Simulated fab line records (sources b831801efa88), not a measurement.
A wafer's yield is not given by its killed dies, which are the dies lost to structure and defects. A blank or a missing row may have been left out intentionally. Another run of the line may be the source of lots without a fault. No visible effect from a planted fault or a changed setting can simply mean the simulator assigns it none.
Which tool is to blame? -- flow sky130 -- 12 lots with 36 wafers sampled at 2 steps, on a route of 708 steps

WHAT THE GAUGES SHOWED, per wafer
SKY_SONOS_ONO_THK_MEAS_03.
lot,measured,on,SONOS_ONO_CVD_02_THK (nm)
L113,day 12 00:41,film metro-04,10.47 10.42 10.62
L114,day 12 09:44,film metro-04,10.73 10.66 10.69
L115,day 12 12:35,film metro-04,10.47 10.35 10.52
L117,day 13 02:27,film metro-01,10.44 10.42 10.36
L118,day 13 15:23,film metro-02,10.74 10.56 10.85
L119,day 13 22:04,film metro-01,10.51 10.51 10.68
L126,day 16 17:41,film metro-04,10.65 10.58 10.61
L128,day 17 21:10,film metro-02,10.33 10.34 10.36
L131,day 18 04:25,film metro-02,10.50 10.42 10.52
L132,day 18 17:16,film metro-01,10.61 10.48 10.71
L135,day 19 08:55,film metro-02,10.81 10.61 10.64
L136,day 19 14:30,film metro-02,10.86 10.79 10.79

TOOL THAT RAN EACH LOT (tool first, then ch and the chambers of the sampled wafers, then the start)
lot,SKY_VT_ADJUST_PCH_STRIP_09
L113,"plasma asher-04 ch 0,1, day 10 20:42"
L114,"plasma asher-01 ch 0,1, day 11 03:28"
L115,"plasma asher-03 ch 0,1, day 11 07:52"
L117,"plasma asher-04 ch 0,1, day 11 21:55"
L118,"plasma asher-04 ch 0,1, day 12 09:08"
L119,"plasma asher-04 ch 0,1, day 12 15:58"
L126,"plasma asher-03 ch 0,1, day 15 06:44"
L128,"plasma asher-03 ch 0,1, day 16 06:14"
L131,"plasma asher-03 ch 0,1, day 16 17:03"
L132,"plasma asher-04 ch 0,1, day 17 02:52"
L135,"plasma asher-04 ch 0,1, day 17 23:53"
L136,"plasma asher-04 ch 0,1, day 18 05:30"
- SKY_VT_ADJUST_PCH_STRIP_09: strips in O2/N2.

WHAT THE TOOLS THEMSELVES READ (means of the sampled wafers that have a number; where no wafer has one, the mark that the record gives instead)
SKY_VT_ADJUST_PCH_STRIP_09.
lot,tool,drypump motor current A (A),oes product au (a.u.),strip time to endpoint s (s)
L113,plasma asher-04,6.1,0.718,37.00
L114,plasma asher-01,5.9,0.720,36.94
L115,plasma asher-03,6.1,0.728,36.98
L117,plasma asher-04,6.1,0.720,36.86
L118,plasma asher-04,6.1,0.721,36.92
L119,plasma asher-04,6.3,0.720,36.75
L126,plasma asher-03,6.0,0.721,37.00
L128,plasma asher-03,5.8,0.717,36.83
L131,plasma asher-03,5.8,0.722,36.92
L132,plasma asher-04,6.1,0.722,36.96
L135,plasma asher-04,6.3,0.718,37.01
L136,plasma asher-04,6.1,0.724,36.93

THE ANSWER, worked out from the rows above alone
Rule: the usual values come from the lots themselves. Put in order of their means at a reading, lots are off if they are a third of the lots or fewer, leave a main group of 4 or more, and stand apart from it by a gap of 3 or more times the standard deviation of the main group's means; of several such gaps the widest counts. Not used: any main group whose means are identical at the precision the tables above print for the reading. Also off: a lot with no number at a reading for which 4 or more lots have one. The other lots that the step has rows for count as sound. The gauges are gone through in route order, then the tools' own readings, and for those a lot's mean is taken as printed above. The first step at which some lot is off is used, and at that step the reading that is off furthest; a lot without a number counts as furthest.
No lot is off at any reading shown: from this, nothing can be told.

WHAT THE SIMULATOR HAD INSERTED
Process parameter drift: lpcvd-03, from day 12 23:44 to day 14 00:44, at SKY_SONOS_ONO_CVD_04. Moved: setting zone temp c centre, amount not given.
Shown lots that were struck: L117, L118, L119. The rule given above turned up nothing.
